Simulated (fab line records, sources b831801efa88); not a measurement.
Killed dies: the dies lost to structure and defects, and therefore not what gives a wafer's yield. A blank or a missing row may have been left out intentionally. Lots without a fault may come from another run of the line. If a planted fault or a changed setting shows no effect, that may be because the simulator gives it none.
Chamber matching :: flow gf180mcu :: GF_V2_CVD_02 on pecvd-04 has 3 sister chambers
The step deposits SiO2 from TEOS, target thk 850 nm, time 94.851 s. 18 wafers are shown with their chamber, then 9 later ones without.

== EACH WAFER AND ITS CHAMBER ==
wafer: L075.1
chamber: 1
heater-power-w (W): 703

wafer: L075.2
chamber: 0
heater-power-w (W): 718

wafer: L075.3
chamber: 2
heater-power-w (W): 525

wafer: L076.2
chamber: 2
heater-power-w (W): 639

wafer: L076.5
chamber: 1
heater-power-w (W): 565

wafer: L076.6
chamber: 0
heater-power-w (W): 713

wafer: L078.2
chamber: 2
heater-power-w (W): 570

wafer: L078.4
chamber: 0
heater-power-w (W): 582

wafer: L078.6
chamber: 2
heater-power-w (W): 621

wafer: L080.2
chamber: 0
heater-power-w (W): 676

wafer: L080.3
chamber: 2
heater-power-w (W): 561

wafer: L080.4
chamber: 0
heater-power-w (W): 704

wafer: L086.1
chamber: 0
heater-power-w (W): 719

wafer: L086.3
chamber: 2
heater-power-w (W): 607

wafer: L086.5
chamber: 1
heater-power-w (W): 568

wafer: L089.1
chamber: 2
heater-power-w (W): 609

wafer: L089.3
chamber: 0
heater-power-w (W): 730

wafer: L089.6
chamber: 2
heater-power-w (W): 642

SIGNATURES (means of the wafers above)
reading: heater-power-w
chamber 0: 691.71
chamber 1: 612.00
chamber 2: 596.75
scatter within a chamber: 51.7
Rule: for each reading, subtract the chamber's mean from the wafer's reading, divide by that reading's scatter and square the result; add these up over the readings and take the root, which gives the wafer's distance from the chamber. If the next closest chamber is less than 2 further off than the closest, the wafer can't be placed; otherwise it belongs to the closest. The scatter: take each reading less its chamber's mean, square it, sum over the shown wafers, divide by the number of wafers less the number of chambers, and take the root.

== WAFERS WHOSE CHAMBER IS MISSING ==
wafer: L092.3
heater-power-w (W): 581

wafer: L092.5
heater-power-w (W): 627

wafer: L092.6
heater-power-w (W): 651

wafer: L094.1
heater-power-w (W): 506

wafer: L094.4
heater-power-w (W): 731

wafer: L094.5
heater-power-w (W): 554

wafer: L097.1
heater-power-w (W): 685

wafer: L097.2
heater-power-w (W): 557

wafer: L097.3
heater-power-w (W): 694

== WHICH CHAMBER EACH ONE RAN IN ==
wafer: L092.3
from the rows above: can't be placed: 2 or 1 or 0
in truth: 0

wafer: L092.5
from the rows above: can't be placed: 1 or 2 or 0
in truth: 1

wafer: L092.6
from the rows above: can't be placed: 1 or 0 or 2
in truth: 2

wafer: L094.1
from the rows above: can't be placed: 2 or 1 or 0
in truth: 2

wafer: L094.4
from the rows above: can't be placed: 0 or 1 or 2
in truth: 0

wafer: L094.5
from the rows above: can't be placed: 2 or 1 or 0
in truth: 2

wafer: L097.1
from the rows above: can't be placed: 0 or 1 or 2
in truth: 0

wafer: L097.2
from the rows above: can't be placed: 2 or 1 or 0
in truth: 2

wafer: L097.3
from the rows above: can't be placed: 0 or 1 or 2
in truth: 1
Correct placement for 0 of the 9. Unplaceable from these rows: 9, with the true chamber sitting among the candidates in 9. Placed wrongly: 0.
